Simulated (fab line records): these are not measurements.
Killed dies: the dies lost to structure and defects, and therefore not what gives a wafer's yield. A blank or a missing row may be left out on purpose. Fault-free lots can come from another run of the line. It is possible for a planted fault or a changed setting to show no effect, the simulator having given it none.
Which tool did it? | flow gf180mcu | 42 wafers from 14 lots sampled at 5 of the route's 602 steps

## WHAT THE GAUGES READ, wafer by wafer
GF_V4_OVL_MEAS_15.
lot  | measured     | on         | V4_OVL (nm)
L812 | day 24 08:17 | overlay-02 | 0 8 15
L813 | day 24 11:50 | overlay-02 | -1 -3 -5
L816 | day 25 16:35 | overlay-01 | 4 -7 -4
L818 | day 26 14:07 | overlay-01 | -10 0 -3
L819 | day 26 22:07 | overlay-01 | 3 -2 0
L821 | day 27 08:23 | overlay-01 | 7 7 9
L822 | day 27 20:14 | overlay-02 | -4 -4 -6
L823 | day 28 10:55 | overlay-01 | -6 -7 -1
L824 | day 28 22:22 | overlay-02 | 2 0 -1
L827 | day 29 13:13 | overlay-01 | 0 1 2
L829 | day 30 00:49 | overlay-02 | 2 0 6
L831 | day 30 07:16 | overlay-01 | 3 9 4
L834 | day 31 01:23 | overlay-02 | 2 3 0
L835 | day 31 06:16 | overlay-02 | 3 8 5

GF_MIM_THK_MEAS_06.
lot  | measured     | on           | MIM_CVD_05_THK (nm)
L812 | day 24 10:02 | filmMetro-02 | 42.3 42.7 43.1
L813 | day 24 13:32 | filmMetro-04 | 40.8 41.3 41.9
L816 | day 25 18:14 | filmMetro-02 | 40.9 40.9 41.9
L818 | day 26 15:48 | filmMetro-02 | 42.1 42.3 42.3
L819 | day 27 00:04 | filmMetro-02 | 46.4 47.3 47.3
L821 | day 27 10:04 | filmMetro-04 | 47.7 47.4 47.3
L822 | day 27 21:55 | filmMetro-01 | 41.5 42.0 42.3
L823 | day 28 12:33 | filmMetro-02 | 41.7 41.9 42.1
L824 | day 29 00:04 | filmMetro-02 | 42.6 41.5 41.8
L827 | day 29 14:55 | filmMetro-02 | 41.6 41.4 41.1
L829 | day 30 02:28 | filmMetro-02 | 41.8 42.1 43.2
L831 | day 30 08:55 | filmMetro-02 | 40.3 41.0 41.6
L834 | day 31 03:02 | filmMetro-04 | 42.0 43.6 42.8
L835 | day 31 07:57 | filmMetro-02 | 42.6 42.8 43.1

## EACH LOT AND THE TOOL THAT RAN IT (in order: tool; ch and the chambers of the sampled wafers; start)
lot  | GF_V4_SPUTTER_22            | GF_MIM_SPUTTER_02           | GF_MIM_CVD_05
L812 | pvdSputter-01, day 24 09:02 | pvdSputter-04, day 24 09:55 | pecvd-03 ch 0,2, day 24 10:00
L813 | pvdSputter-03, day 24 12:37 | pvdSputter-01, day 24 13:23 | pecvd-04 ch 1,2, day 24 13:29
L816 | pvdSputter-03, day 25 17:20 | pvdSputter-04, day 25 18:06 | pecvd-01 ch 1,2, day 25 18:11
L818 | pvdSputter-04, day 26 14:53 | pvdSputter-02, day 26 15:38 | pecvd-04 ch 1,2, day 26 15:44
L819 | pvdSputter-03, day 26 22:54 | pvdSputter-02, day 26 23:55 | pecvd-04 ch 1,2, day 27 00:01
L821 | pvdSputter-01, day 27 09:08 | pvdSputter-04, day 27 09:53 | pecvd-04 ch 1,2, day 27 10:00
L822 | pvdSputter-03, day 27 21:00 | pvdSputter-04, day 27 21:47 | pecvd-01 ch 0,1, day 27 21:53
L823 | pvdSputter-03, day 28 11:40 | pvdSputter-01, day 28 12:26 | pecvd-01 ch 0,2, day 28 12:31
L824 | pvdSputter-01, day 28 23:09 | pvdSputter-01, day 28 23:55 | pecvd-01 ch 0,1,2, day 29 00:01
L827 | pvdSputter-03, day 29 14:02 | pvdSputter-01, day 29 14:47 | pecvd-01 ch 0,1,2, day 29 14:53
L829 | pvdSputter-01, day 30 01:34 | pvdSputter-01, day 30 02:20 | pecvd-01 ch 0,2, day 30 02:25
L831 | pvdSputter-01, day 30 08:01 | pvdSputter-02, day 30 08:47 | pecvd-01 ch 0,1,2, day 30 08:52
L834 | pvdSputter-04, day 31 02:08 | pvdSputter-04, day 31 02:54 | pecvd-03 ch 1,2, day 31 02:59
L835 | pvdSputter-03, day 31 07:02 | pvdSputter-04, day 31 07:49 | pecvd-03 ch 0,2, day 31 07:54
- GF_V4_SPUTTER_22: material TiN, target thk 10 nm, time 40 s.
- GF_MIM_SPUTTER_02: material AlCu, target thk 450 nm, time 23.9 s.
- GF_MIM_CVD_05: deposits Si3N4, target thk 42 nm, time 29.086 s.

## WHAT THE TOOLS THEMSELVES READ (means of the sampled wafers that have a number; where no wafer has one, the mark that the record gives instead)
GF_V4_SPUTTER_22.
lot  | tool          | throttleValvePct (%)
L812 | pvdSputter-01 | 29.5
L813 | pvdSputter-03 | 29.6
L816 | pvdSputter-03 | 29.4
L818 | pvdSputter-04 | 29.7
L819 | pvdSputter-03 | 30.3
L821 | pvdSputter-01 | 30.5
L822 | pvdSputter-03 | 29.3
L823 | pvdSputter-03 | 30.1
L824 | pvdSputter-01 | 30.3
L827 | pvdSputter-03 | 29.2
L829 | pvdSputter-01 | 31.3
L831 | pvdSputter-01 | 31.1
L834 | pvdSputter-04 | 30.6
L835 | pvdSputter-03 | 30.5

GF_MIM_SPUTTER_02.
lot  | tool          | throttleValvePct (%)
L812 | pvdSputter-04 | 29.9
L813 | pvdSputter-01 | 29.2
L816 | pvdSputter-04 | 30.0
L818 | pvdSputter-02 | 29.8
L819 | pvdSputter-02 | 30.5
L821 | pvdSputter-04 | 29.6
L822 | pvdSputter-04 | 30.5
L823 | pvdSputter-01 | 28.9
L824 | pvdSputter-01 | 29.3
L827 | pvdSputter-01 | 30.1
L829 | pvdSputter-01 | 28.8
L831 | pvdSputter-02 | 29.4
L834 | pvdSputter-04 | 29.8
L835 | pvdSputter-04 | 30.3

GF_MIM_CVD_05.
lot  | tool     | heaterPowerW (W)
L812 | pecvd-03 | 639
L813 | pecvd-04 | 604
L816 | pecvd-01 | 725
L818 | pecvd-04 | 590
L819 | pecvd-04 | 634
L821 | pecvd-04 | 611
L822 | pecvd-01 | 691
L823 | pecvd-01 | 655
L824 | pecvd-01 | 692
L827 | pecvd-01 | 705
L829 | pecvd-01 | 737
L831 | pecvd-01 | 726
L834 | pecvd-03 | 571
L835 | pecvd-03 | 638

## THE ANSWER, worked out from the rows above alone
Rule: the lots themselves supply what counts as usual. The widest of any qualifying gaps counts: lots, ordered by their means at a reading, are off when they make up no more than a third of the lots, leave a main group of 4 or more, and stand apart from it by 3 or more times the standard deviation of that group's means. A main group whose means are all the same, to the digits that the tables above print for the reading, isn't used. Also off: a lot with no number at a reading for which 4 or more lots have one. Any other lot the step has rows for is counted as sound. The gauges are gone through in route order, then the tools' own readings, and for those a lot's mean is taken as printed above. The first step at which some lot is off is used, and at that step the reading that is off furthest; a lot without a number counts as furthest.
Off: at GF_MIM_THK_MEAS_06 (MIM_CVD_05_THK), L819, L821. For the main group the mean is 42.0 nm and the standard deviation 0.61.
A tool fits if, at a process step before that reading, it ran every lot that is off, and no sound lot after the first of them. Gauges at GF_MIM_THK_MEAS_06: tried the same way as those tools. One fits: GF_MIM_CVD_05 on pecvd-04. A fault onset in the window from L818 (day 26 15:44, its last sound lot) to L819 (day 27 00:01, its first lot off) fits.

## WHAT THE SIMULATOR HAD INSERTED
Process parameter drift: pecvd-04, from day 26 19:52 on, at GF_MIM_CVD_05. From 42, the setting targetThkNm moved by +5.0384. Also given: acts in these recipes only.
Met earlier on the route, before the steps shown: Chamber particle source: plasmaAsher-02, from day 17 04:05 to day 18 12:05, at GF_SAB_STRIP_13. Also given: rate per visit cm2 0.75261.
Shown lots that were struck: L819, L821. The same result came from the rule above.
